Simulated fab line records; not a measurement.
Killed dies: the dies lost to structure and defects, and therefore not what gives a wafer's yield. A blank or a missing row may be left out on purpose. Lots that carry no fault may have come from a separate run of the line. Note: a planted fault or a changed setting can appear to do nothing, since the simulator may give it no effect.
fab line records	flow gf180mcu	part 1 of 2: steps 1 to 28 of 29
record lots=7	wafers=21	lastDay=34
route steps=602 shown V3@446 M4@456 PASSIVATION@602
lots untouched by any fault: they come from a run of this same line in which no faults occurred
startH: the number of hours between the record's first day and the start of the first shown wafer of the lot	waitH: time in hours since the lot's previous step	" same as the row above	L1.1+2: a row that stands for several wafers	- no value, or no start given	* or withheld: withheld	< > ~ a bound
route shown NAME@n: NAME is a module with steps in the file, n the number in the route of the first one	usual: mean and standard deviation over wafers with no fault	same: alike in all rows	chamber/n: place in a boat	sites: each site's reading	_std_site: the values' standard deviation	_edge_site: mean of outer sites minus mean of inner sites	radiusMm: how far each site lies from the wafer's centre	mask NAME#n: copy n	behind: the last tool/chamber to shape the wafer	hold: the reason the lot was held/the length of the hold in hours/how it ended	device: the n, p or np transistor that did not switch	end of line: at the end of the route, the tests of the same wafers	a step given without rows: its recipe and nothing more	killed: the dies lost at the first sort to structure and to defects; this is not the yield of the wafer	map: dies across one wafer; x = killed, . = not, _ = none there
set.NAME: setting as actually run; set.NAME@STEP: the setting as run at that earlier step	model.NAME: the simulator's own value behind a step, which no gauge read
lots at selected steps of the route; one table per step, one row per wafer
services: the hour from which a tool's chamber was out of use, counted from the record's first day as startH (under 0 if before that day), plus the number of hours and why
## steps
# step GF_V3_ETCH_17
# recipe chemistry=C4F8/O2/Ar	maskMaterial=KrF	target=SiO2	stopOn=TiN	sourceW=1500	biasW=1200	pressureMtorr=40	c4f8FlowSccm=withheld	O2_flow_sccm=6	Ar_flow_sccm=300	timeS=withheld	targetDepthA=6350
# step GF_V3_STRIP_18
# recipe chemistry=O2/N2	powerW=1400	pressureMtorr=1500	platenTempC=250	o2FlowSccm=3000	n2FlowSccm=300	overashFraction=0.5
# usual drypumpMotorCurrentA=5.34/0.3	heaterPowerW=357/53	oesProductAu=0.593/0.0051
# same overashFraction=0.5
lot.wafer	tool	chamber	startH	waitH	drypumpMotorCurrentA	heaterPowerW	oesProductAu	rfHoursCounterH
L284.2	plasmaAsher-02	0	550.25	-	5.68	285	0.583	96
L284.4	"	0	"	"	5.67	281	0.591	-
L284.5	"	0	"	"	5.67	286	0.586	-
L287.2	plasmaAsher-03	1	582.50	-	5.38	323	0.599	46
L287.5	"	0	"	"	5.06	438	0.592	-
L287.6	"	1	"	"	5.38	327	0.596	-
L290.2	plasmaAsher-03	0	601.80	-	4.99	445	0.594	48
L290.3	"	0	"	"	5.03	440	0.588	-
L290.4	"	1	"	"	5.34	329	0.588	-
L295.3	plasmaAsher-04	1	631.08	-	4.93	339	0.590	-
L295.4	"	0	"	"	5.56	388	0.597	-
L295.5	"	1	"	"	4.91	334	0.601	-
L296.2	plasmaAsher-03	1	635.05	-	5.34	318	0.580	51
L296.4	"	0	"	"	5.03	430	0.590	-
L296.6	"	1	"	"	5.37	328	0.580	-
L301.1	plasmaAsher-02	0	672.30	-	5.67	277	0.591	109
L301.2	"	1	"	"	5.77	337	0.594	109
L301.6	"	0	"	"	5.67	282	0.583	-
L303.3	plasmaAsher-02	0	689.43	-	5.65	280	0.590	-
L303.5	"	0	"	"	5.66	279	0.591	-
L303.6	"	1	"	"	5.77	338	0.599	-
# step GF_V3_STRIP_19
# recipe chemistry=postEtchResidueRemover	timeS=1200	tempC=72.5
# step GF_V3_CLEAN_20
# recipe chemistry=DIW	dry=n2Spin
# step GF_V3_SPUTTER_21
# recipe material=Ti	targetThkNm=15	chamberPressurePa=5	powerW=2500	substrateTempC=200	timeS=80.02
# step GF_V3_SPUTTER_22
# recipe material=TiN	targetThkNm=10	chamberPressurePa=5	powerW=4000	timeS=40
# step GF_V3_CVD_23
# recipe material=W	targetThkNm=350	timeS=104.9	tempC=400	pressureTorr=40
# step GF_V3_RS_MEAS_24
# recipe thkMeasGauge=four-point-probe	reads=W_of_V3_CVD_23+TiN_of_V3_SPUTTER_22+Ti_of_V3_SPUTTER_21
# usual V3_W_RS=0.327/0.0041
lot.wafer	tool	chamber	startH	waitH	V3_W_RS[ohm/sq]
L284.2	filmMetro-02	-	551.03	0.1	0.326
L284.4	"	-	"	"	0.322
L284.5	"	-	"	"	0.324
L287.2	filmMetro-02	-	583.30	0.1	0.327
L287.5	"	-	"	"	0.325
L287.6	"	-	"	"	0.325
L290.2	filmMetro-04	-	602.57	0.1	0.327
L290.3	"	-	"	"	0.325
L290.4	"	-	"	"	0.326
L295.3	filmMetro-02	-	631.85	0.1	0.329
L295.4	"	-	"	"	0.321
L295.5	"	-	"	"	0.330
L296.2	filmMetro-01	-	635.85	0.1	0.330
L296.4	"	-	"	"	0.319
L296.6	"	-	"	"	0.330
L301.1	filmMetro-04	-	673.05	0.1	0.320
L301.2	"	-	"	"	0.325
L301.6	"	-	"	"	0.321
L303.3	filmMetro-04	-	690.28	0.1	0.326
L303.5	"	-	"	"	0.330
L303.6	"	-	"	"	0.325
# step GF_V3_THK_MEAS_25
# recipe thkMeasGauge=xrf	reads=W_of_V3_CVD_23
# usual V3_W_THK=349/5.5
lot.wafer	tool	chamber	startH	waitH	V3_W_THK[nm]
L284.2	filmMetro-02	-	551.14	0.1	351
L284.4	"	-	"	"	354
L284.5	"	-	"	"	350
L287.2	filmMetro-02	-	583.41	0.1	351
L287.5	"	-	"	"	352
L287.6	"	-	"	"	352
L290.2	filmMetro-04	-	602.68	0.1	346
L290.3	"	-	"	"	349
L290.4	"	-	"	"	347
L295.3	filmMetro-02	-	631.95	0.1	350
L295.4	"	-	"	"	358
L295.5	"	-	"	"	349
L296.2	filmMetro-01	-	635.96	0.1	351
L296.4	"	-	"	"	362
L296.6	"	-	"	"	350
L301.1	filmMetro-04	-	673.17	0.1	354
L301.2	"	-	"	"	348
L301.6	"	-	"	"	352
L303.3	filmMetro-04	-	690.38	0.1	348
L303.5	"	-	"	"	344
L303.6	"	-	"	"	349
# step GF_V3_CMP_26
# recipe stopOn=SiO2	downForcePsi=3.5	platenRpm=60	tOverpolishS=15	targetThkNm=0	padVelocityMS=0.94248
# usual motorCurrentA=11.3/0.98	overpolishRunS=14.999/0.0093	timeToEndpointS=84/3.6
lot.wafer	tool	chamber	startH	waitH	motorCurrentA	overpolishRunS	timeToEndpointS
L284.4	cmp-01	0	551.19	0.0	13.0	14.992	89
L284.2	"	2	"	"	11.1	14.999	79
L284.5	"	1	"	"	10.7	15.003	83
L287.2	cmp-02	3	583.56	0.1	11.1	15.011	81
L287.5	"	1	"	"	12.6	15.010	82
L287.6	"	2	"	"	11.4	15.004	88
L290.2	cmp-01	0	602.97	0.3	13.0	14.994	86
L290.4	"	1	"	"	10.6	15.019	82
L290.3	"	2	"	"	11.5	15.006	83
L295.3	cmp-02	2	632.04	0.1	11.4	15.006	87
L295.4	"	3	"	"	10.9	15.002	88
L295.5	"	1	"	"	11.9	14.995	81
L296.4	cmp-01	0	636.01	0.0	12.9	15.007	88
L296.2	"	3	"	"	10.4	14.988	85
L296.6	"	0	"	"	12.4	15.001	87
L301.2	cmp-01	1	673.23	0.0	10.7	14.982	82
L301.1	"	2	"	"	11.6	14.999	83
L301.6	"	1	"	"	10.6	14.998	86
L303.3	cmp-01	1	690.47	0.1	10.3	15.001	88
L303.5	"	0	"	"	12.3	14.990	92
L303.6	"	1	"	"	10.9	14.992	88
# step GF_M4_SPUTTER_00
# recipe material=Ti	targetThkNm=37.5	arrivingIonEnergyEv=80	substrateTempC=200	chamberPressurePa=2	powerW=4000	timeS=150
# step GF_M4_SPUTTER_01
# recipe material=TiN	targetThkNm=30	powerW=6500	timeS=25	chamberPressurePa=0.4
# step GF_M4_SPUTTER_02
# recipe material=AlCu	targetThkNm=450	powerW=10600	timeS=23.9	chamberPressurePa=0.4
# usual cathodeDcPowerW=10600/2.1	throttleValvePct=29.6/0.93
lot.wafer	tool	chamber	startH	waitH	cathodeDcPowerW	throttleValvePct	model.AlCu_of_M4_SPUTTER_02.thkNm
L284.2	pvdSputter-03	-	551.62	0.0	10600	30.3	456.3
L284.4	"	-	"	"	10598	28.6	452.6
L284.5	"	-	"	"	10595	30.1	454.2
L287.2	pvdSputter-03	-	583.89	0.0	10604	28.9	445.2
L287.5	"	-	"	"	10600	28.7	447
L287.6	"	-	"	"	10600	30.4	449
L290.2	pvdSputter-03	-	603.40	0.0	11923	30.1	508.4
L290.3	"	-	"	"	11924	29.0	503.6
L290.4	"	-	"	"	11929	29.4	511.4
L295.3	pvdSputter-03	-	632.42	0.0	11928	28.4	508.5
L295.4	"	-	"	"	11924	30.0	506.1
L295.5	"	-	"	"	11925	30.1	504.9
L296.2	pvdSputter-03	-	636.44	0.0	11924	29.2	510.5
L296.4	"	-	"	"	11923	28.6	506.6
L296.6	"	-	"	"	11927	29.0	511.4
L301.1	pvdSputter-01	-	673.66	0.0	10599	29.2	454.6
L301.2	"	-	"	"	10605	30.1	453
L301.6	"	-	"	"	10600	28.9	456.4
L303.3	pvdSputter-02	-	690.85	0.0	10601	28.9	446.3
L303.5	"	-	"	"	10601	29.8	450.7
L303.6	"	-	"	"	10599	28.9	446.4
# step GF_M4_SPUTTER_03
# recipe material=Ti	targetThkNm=10	substrateTempC=300	chamberPressurePa=0.3	powerW=3000	timeS=6.7
# usual cathodeDcPowerW=2999.9/0.53	throttleValvePct=29.6/0.96
lot.wafer	tool	chamber	startH	waitH	cathodeDcPowerW	throttleValvePct
L284.2	pvdSputter-03	-	551.65	0.0	2999.8	30.4
L284.4	"	-	"	"	2999.8	28.8
L284.5	"	-	"	"	3000.0	30.2
L287.2	pvdSputter-03	-	583.92	0.0	3000.1	28.7
L287.5	"	-	"	"	2999.8	28.4
L287.6	"	-	"	"	2999.9	30.2
L290.2	pvdSputter-03	-	603.43	0.0	2999.1	30.1
L290.3	"	-	"	"	3000.7	28.6
L290.4	"	-	"	"	3000.5	29.0
L295.3	pvdSputter-03	-	632.45	0.0	3000.7	28.6
L295.4	"	-	"	"	2999.1	30.3
L295.5	"	-	"	"	3000.2	30.3
L296.2	pvdSputter-03	-	636.47	0.0	2999.4	28.9
L296.4	"	-	"	"	2999.9	28.9
L296.6	"	-	"	"	2999.0	28.6
L301.1	pvdSputter-01	-	673.69	0.0	2999.4	28.9
L301.2	"	-	"	"	2998.4	30.2
L301.6	"	-	"	"	2999.6	29.0
L303.3	pvdSputter-02	-	690.88	0.0	2999.7	29.0
L303.5	"	-	"	"	2999.3	29.8
L303.6	"	-	"	"	2999.9	29.0
# step GF_M4_SPUTTER_04
# recipe material=TiN	targetThkNm=50	powerW=6500	timeS=41.7	chamberPressurePa=0.4
# usual cathodeDcPowerW=6500.0/1.3	throttleValvePct=29.6/0.95
lot.wafer	tool	chamber	startH	waitH	cathodeDcPowerW	throttleValvePct
L284.2	pvdSputter-03	-	551.67	0.0	6500.8	30.2
L284.4	"	-	"	"	6498.5	28.7
L284.5	"	-	"	"	6498.3	30.2
L287.2	pvdSputter-03	-	583.94	0.0	6503.6	28.5
L287.5	"	-	"	"	6498.8	28.7
L287.6	"	-	"	"	6499.6	30.3
L290.2	pvdSputter-03	-	603.45	0.0	6500.3	30.1
L290.3	"	-	"	"	6501.3	28.8
L290.4	"	-	"	"	6500.9	29.2
L295.3	pvdSputter-03	-	632.47	0.0	6501.2	28.5
L295.4	"	-	"	"	6498.8	30.3
L295.5	"	-	"	"	6499.8	30.6
L296.2	pvdSputter-03	-	636.49	0.0	6501.5	29.3
L296.4	"	-	"	"	6501.8	28.8
L296.6	"	-	"	"	6500.4	28.9
L301.1	pvdSputter-01	-	673.71	0.0	6498.2	28.7
L301.2	"	-	"	"	6499.9	30.2
L301.6	"	-	"	"	6498.1	28.9
L303.3	pvdSputter-02	-	690.90	0.0	6500.3	29.0
L303.5	"	-	"	"	6501.4	29.8
L303.6	"	-	"	"	6497.2	29.2
# step GF_M4_RS_MEAS_05
# recipe thkMeasGauge=four-point-probe	reads=TiN_of_M4_SPUTTER_04+Ti_of_M4_SPUTTER_03+AlCu_of_M4_SPUTTER_02+TiN_of_M4_SPUTTER_01+Ti_of_M4_SPUTTER_00
# usual M4_ALCU_RS=0.0692/0.00066
lot.wafer	tool	chamber	startH	waitH	M4_ALCU_RS[ohm/sq]
L284.2	filmMetro-04	-	551.73	0.0	0.0686
L284.4	"	-	"	"	0.0692
L284.5	"	-	"	"	0.0690
L287.2	filmMetro-02	-	584.00	0.0	0.0705
L287.5	"	-	"	"	0.0700
L287.6	"	-	"	"	0.0697
L290.2	filmMetro-04	-	603.51	0.0	0.0615
L290.3	"	-	"	"	0.0621
L290.4	"	-	"	"	0.0610
L295.3	filmMetro-04	-	632.55	0.1	0.0616
L295.4	"	-	"	"	0.0617
L295.5	"	-	"	"	0.0620
L296.2	filmMetro-04	-	636.55	0.0	0.0612
L296.4	"	-	"	"	0.0617
L296.6	"	-	"	"	0.0611
L301.1	filmMetro-02	-	673.75	0.0	0.0688
L301.2	"	-	"	"	0.0691
L301.6	"	-	"	"	0.0685
L303.3	filmMetro-03	-	690.98	0.1	0.0701
L303.5	"	-	"	"	0.0694
L303.6	"	-	"	"	0.0699
# step GF_M4_THK_MEAS_06
# recipe thkMeasGauge=xrf	reads=AlCu_of_M4_SPUTTER_02
# usual M4_ALCU_THK=449/4.6
lot.wafer	tool	chamber	startH	waitH	M4_ALCU_THK[nm]
L284.2	filmMetro-04	-	551.84	0.1	453
L284.4	"	-	"	"	450
L284.5	"	-	"	"	450
L287.2	filmMetro-02	-	584.11	0.1	440
L287.5	"	-	"	"	441
L287.6	"	-	"	"	444
L290.2	filmMetro-04	-	603.62	0.1	505
L290.3	"	-	"	"	499
L290.4	"	-	"	"	508
L295.3	filmMetro-04	-	632.65	0.1	503
L295.4	"	-	"	"	505
L295.5	"	-	"	"	502
L296.2	filmMetro-04	-	636.66	0.1	507
L296.4	"	-	"	"	501
L296.6	"	-	"	"	507
L301.1	filmMetro-02	-	673.87	0.1	452
L301.2	"	-	"	"	449
L301.6	"	-	"	"	453
L303.3	filmMetro-03	-	691.08	0.1	444
L303.5	"	-	"	"	449
L303.6	"	-	"	"	444
# step GF_M4_DEHYDRATE_07
# recipe tempC=200	timeS=60
# step GF_M4_HMDS_08
# recipe primeTimeS=60	primeTempC=120
# step GF_M4_COAT_09
# recipe resist=KrF	spinRpm=withheld	resistThkNm=1000
# step GF_M4_SOFTBAKE_10
# recipe tempC=130	timeS=60	resist=KrF
# step GF_M4_EXPOSE_11
# recipe maskId=Metal4	targetCdNm=280	na=0.68	sourceShape=conventional	sigmaOuter=0.6	doseMj=28
# step GF_M4_PEB_12
# recipe pebTempC=135	pebTimeS=90	resist=KrF
# step GF_M4_DEVELOP_13
# recipe developTimeS=60	devTempC=21
# step GF_M4_CD_MEAS_14
# recipe targetCdNm=280
# usual cdNm=280.1/1.2
lot.wafer	tool	chamber	startH	waitH	cdNm
L284.2	cdSem-01	-	573.15	0.1	279.9
L284.4	"	-	"	"	279.2
L284.5	"	-	"	"	279.6
L287.2	cdSem-01	-	604.69	0.1	278.4
L287.5	"	-	"	"	279.2
L287.6	"	-	"	"	276.9
L290.2	cdSem-02	-	623.99	0.1	278.4
L290.3	"	-	"	"	279.2
L290.4	"	-	"	"	279.5
L295.3	cdSem-02	-	652.45	0.1	280.8
L295.4	"	-	"	"	279.6
L295.5	"	-	"	"	278.9
L296.2	cdSem-02	-	656.64	0.1	282.2
L296.4	"	-	"	"	282.9
L296.6	"	-	"	"	282.4
L301.1	cdSem-02	-	693.01	0.1	281.7
L301.2	"	-	"	"	280.4
L301.6	"	-	"	"	281.4
L303.3	cdSem-02	-	709.90	0.1	278.9
L303.5	"	-	"	"	279.2
L303.6	"	-	"	"	278.5
# step GF_M4_OVL_MEAS_15
# usual M4_OVL=4/6.1
lot.wafer	tool	chamber	startH	waitH	M4_OVL[nm]
L284.2	overlay-01	-	573.26	0.1	12
L284.4	"	-	"	"	9
L284.5	"	-	"	"	7
L287.2	overlay-01	-	604.79	0.1	1
L287.5	"	-	"	"	-2
L287.6	"	-	"	"	1
L290.2	overlay-01	-	624.09	0.1	6
L290.3	"	-	"	"	-2
L290.4	"	-	"	"	5
L295.3	overlay-02	-	652.54	0.1	-4
L295.4	"	-	"	"	-3
L295.5	"	-	"	"	4
L296.2	overlay-01	-	656.74	0.1	3
L296.4	"	-	"	"	2
L296.6	"	-	"	"	4
L301.1	overlay-01	-	693.13	0.1	7
L301.2	"	-	"	"	9
L301.6	"	-	"	"	9
L303.3	overlay-01	-	710.00	0.1	-3
L303.5	"	-	"	"	-6
L303.6	"	-	"	"	1
# step GF_M4_METAL_ETCH_16
# recipe chemistry=Cl2/BCl3	maskMaterial=KrF	targetDepthNm=627.5	stopOn=SiO2	pressureMtorr=8	icpW=800	biasW=140	Cl2_flow_sccm=80	bcl3FlowSccm=40	timeS=104.6
# usual drypumpMotorCurrentA=5.9/0.33	oesProductAu=0.973/0.0057	rfFwdPowerW=795.4/2.6	throttleValvePct=28.249/0.0092
lot.wafer	tool	chamber	startH	waitH	drypumpMotorCurrentA	oesProductAu	rfFwdPowerW	rfHoursCounterH	throttleValvePct
L284.2	rieMetal-03	0	573.29	0.0	6.2	0.976	790.2	9	28.252
L284.4	"	1	"	"	6.0	0.979	795.8	-	28.248
L284.5	"	1	"	"	6.0	0.973	794.4	-	28.256
L287.2	rieMetal-02	1	604.82	0.0	5.2	0.967	793.9	3	28.258
L287.5	"	0	"	"	5.7	0.971	795.6	-	28.252
L287.6	"	1	"	"	5.2	0.966	798.4	-	28.248
L290.2	rieMetal-03	1	624.12	0.0	6.1	0.987	794.5	4	28.222
L290.3	"	0	"	"	6.1	0.987	795.5	-	28.227
L290.4	"	1	"	"	6.0	0.992	792.4	-	28.242
L295.3	rieMetal-04	0	652.60	0.1	6.2	0.984	794.0	-	28.235
L295.4	"	1	"	"	5.5	0.991	797.8	-	28.231
L295.5	"	0	"	"	6.2	0.992	792.9	-	28.228
L296.2	rieMetal-03	1	656.77	0.0	6.1	0.991	790.7	5	28.235
L296.4	"	1	"	"	6.0	0.989	796.4	-	28.228
L296.6	"	0	"	"	6.1	0.993	797.6	-	28.239
L301.1	rieMetal-03	0	693.17	0.0	6.2	0.978	796.5	13	28.252
L301.2	"	1	"	"	6.1	0.963	799.4	6	28.252
L301.6	"	0	"	"	6.2	0.973	792.0	-	28.244
L303.3	rieMetal-03	0	710.06	0.1	6.1	0.963	796.2	-	28.245
L303.5	"	0	"	"	6.2	0.966	797.7	-	28.249
L303.6	"	1	"	"	6.1	0.967	792.6	-	28.245
# step GF_M4_STRIP_17
# recipe chemistry=O2/N2	powerW=1400	pressureMtorr=1500	platenTempC=250	o2FlowSccm=3000	n2FlowSccm=300	overashFraction=0.5
# usual drypumpMotorCurrentA=5.5/0.43	heaterPowerW=350/48	oesProductAu=0.558/0.0047	stripTimeToEndpointS=7.87/0.039
# same overashFraction=0.5
lot.wafer	tool	chamber	startH	waitH	drypumpMotorCurrentA	heaterPowerW	oesProductAu	rfHoursCounterH	stripTimeToEndpointS
L284.2	plasmaAsher-04	0	573.40	0.1	5.5	381	0.555	78	7.86
L284.4	"	1	"	"	4.9	324	0.559	-	7.91
L284.5	"	1	"	"	4.9	331	0.557	-	7.86
L287.2	plasmaAsher-04	1	604.93	0.1	4.9	319	0.554	82	7.86
L287.5	"	0	"	"	5.5	392	0.560	-	7.88
L287.6	"	1	"	"	4.9	317	0.561	-	7.90
L290.2	plasmaAsher-03	0	624.23	0.1	5.0	436	0.560	50	7.93
L290.3	"	0	"	"	5.0	433	0.561	-	7.92
L290.4	"	1	"	"	5.4	325	0.558	-	7.88
L295.3	plasmaAsher-03	0	652.71	0.1	5.0	440	0.565	-	7.91
L295.4	"	1	"	"	5.4	333	0.558	-	7.87
L295.5	"	0	"	"	5.0	432	0.554	-	7.91
L296.2	plasmaAsher-03	1	656.88	0.1	5.4	324	0.554	53	7.86
L296.4	"	1	"	"	5.3	329	0.560	-	7.89
L296.6	"	1	"	"	5.3	334	0.564	-	7.89
L301.1	plasmaAsher-04	0	693.28	0.1	5.5	389	0.552	89	7.88
L301.2	"	1	"	"	4.9	329	0.554	89	7.85
L301.6	"	0	"	"	5.5	395	0.565	-	7.91
L303.3	plasmaAsher-04	1	710.17	0.1	4.9	330	0.562	-	7.95
L303.5	"	0	"	"	5.5	391	0.559	-	7.93
L303.6	"	1	"	"	4.9	326	0.551	-	7.88
## key
firstSign step=GF_M4_SPUTTER_02	reading=cathodeDcPowerW	direction=up	sigmas=99+	usual=10600	struck=11925
effect step=GF_M4_RS_MEAS_05	reading=M4_ALCU_RS	direction=down	sigmas=12	usual=0.0692	struck=0.0615
effect step=GF_M4_THK_MEAS_06	reading=M4_ALCU_THK	direction=up	sigmas=12	usual=449	struck=504
effect step=GF_M4_METAL_ETCH_16	reading=oesProductAu	direction=up	sigmas=2.9	usual=0.973	struck=0.990
modelEffect step=GF_M4_SPUTTER_02	value=AlCu_of_M4_SPUTTER_02.thkNm	without=451.7	struck=507.9
modelEffect step=GF_PASSIVATION_PROBE_99	value=etest.tester.sortNPass	without=444.2	struck=343
metAt GF_M4_SPUTTER_02
struckWafers L290.2,L290.3,L290.4,L295.3,L295.4,L295.5,L296.2,L296.4,L296.6
onsetBetween 583.89 603.40
fault kind=processParameterDrift	tool=pvdSputter-03	chamber=-	onsetH=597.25	steps=GF_M4_SPUTTER_02	channel=powerW	offset=1324.9	shape=step	endH=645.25	actsIn=theseRecipesOnly	stated=10600
